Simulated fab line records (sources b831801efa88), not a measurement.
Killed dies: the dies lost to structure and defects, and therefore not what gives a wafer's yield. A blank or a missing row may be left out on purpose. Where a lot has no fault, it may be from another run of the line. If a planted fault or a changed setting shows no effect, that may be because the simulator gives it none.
Which tool did it?	flow sky130	15 lots with 45 wafers sampled at 2 steps, on a route of 708 steps

WHAT THE GAUGES READ, wafer by wafer
SKY_VIA3_THK_MEAS_01. Usual: VIA3_HDPCVD_THK 1640 nm, standard deviation 18.
lot	measured	on	VIA3_HDPCVD_THK (nm)	flag
L372	day 38 13:04	filmMetro-04	1662 1627 1656	
L373	day 38 21:17	filmMetro-01	1612 1624 1620	
L374	day 39 02:24	filmMetro-01	1656 1623 1610	
L376	day 40 09:08	filmMetro-04	1638 1647 1656	
L378	day 41 06:38	filmMetro-04	1623 1620 1627	
L377	day 41 07:05	filmMetro-01	1621 1631 1637	
L386	day 42 19:19	filmMetro-01	1669 1661 1653	
L387	day 43 02:26	filmMetro-01	1660 1636 1654	
L388	day 43 12:05	filmMetro-02	1604 1618 1612	
L390	day 44 08:56	filmMetro-02	1628 1613 1600	
L391	day 44 09:34	filmMetro-02	1623 1645 1613	
L392	day 44 10:56	filmMetro-02	1647 1655 1645	
L393	day 44 11:58	filmMetro-02	1639 1640 1627	
L394	day 44 19:11	filmMetro-01	1673 1681 1666	
L395	day 44 20:46	filmMetro-01	1665 1639 1634	

TOOL THAT RAN EACH LOT (tool first, then ch and the chambers of the sampled wafers, then the start)
lot	SKY_METAL3_DESCUM_15
L372	rieMetal-03 ch 0,1, day 38 11:40
L373	rieMetal-04 ch 0,1, day 38 20:11
L374	rieMetal-02 ch 0,1, day 39 01:19
L376	rieMetal-03 ch 0,1, day 40 07:59
L378	rieMetal-02 ch 0,1, day 40 22:05
L377	rieMetal-04 ch 0,1, day 41 02:33
L386	rieMetal-02 ch 0,1, day 42 17:48
L387	rieMetal-03 ch 0,1, day 43 00:59
L388	rieMetal-04 ch 0,1, day 43 10:52
L390	rieMetal-04 ch 0,1, day 44 07:48
L391	rieMetal-04 ch 0,1, day 44 08:26
L392	rieMetal-04 ch 0,1, day 44 09:45
L393	rieMetal-04 ch 0, day 44 10:48
L394	rieMetal-03 ch 0,1, day 44 18:01
L395	rieMetal-02 ch 0,1, day 44 19:35
- SKY_METAL3_DESCUM_15: chemistry O2, time 8 s.

WHAT THE TOOLS THEMSELVES READ (means of the sampled wafers that have a number; where no wafer has one, the mark that the record gives instead)
SKY_METAL3_DESCUM_15. Usual: drypumpMotorCurrentA 5.8 A, standard deviation 0.48; oesProductAu 1.000 a.u., standard deviation 0.0079.
lot	tool	drypumpMotorCurrentA (A)	oesProductAu (a.u.)	flag
L372	rieMetal-03	5.3	1.002	
L373	rieMetal-04	6.0	1.002	
L374	rieMetal-02	5.8	1.006	
L376	rieMetal-03	5.3	0.992	
L378	rieMetal-02	5.9	1.006	
L377	rieMetal-04	6.2	0.999	
L386	rieMetal-02	5.6	1.004	
L387	rieMetal-03	5.3	1.000	
L388	rieMetal-04	6.0	1.001	
L390	rieMetal-04	6.0	1.003	
L391	rieMetal-04	6.2	0.996	
L392	rieMetal-04	6.0	1.013	
L393	rieMetal-04	5.7	1.004	
L394	rieMetal-03	5.6	1.002	
L395	rieMetal-02	5.8	1.009	

THE ANSWER, worked out from the rows above alone
Rule: lot off if the mean of its wafers having a number is beyond 3 standard deviations from the usual mean. Also off: a lot with no number at a reading for which 4 or more lots have one. Where the step has rows for the other lots, those lots are counted as sound. The gauges are gone through in route order, then the tools' own readings, and for those a lot's mean is taken as printed above. At the first step where some lot is off, the reading lying furthest off is the one used; lots without a number count as furthest.
No lot is off at any reading shown: from this, nothing can be told.

WHAT THE SIMULATOR HAD INSERTED
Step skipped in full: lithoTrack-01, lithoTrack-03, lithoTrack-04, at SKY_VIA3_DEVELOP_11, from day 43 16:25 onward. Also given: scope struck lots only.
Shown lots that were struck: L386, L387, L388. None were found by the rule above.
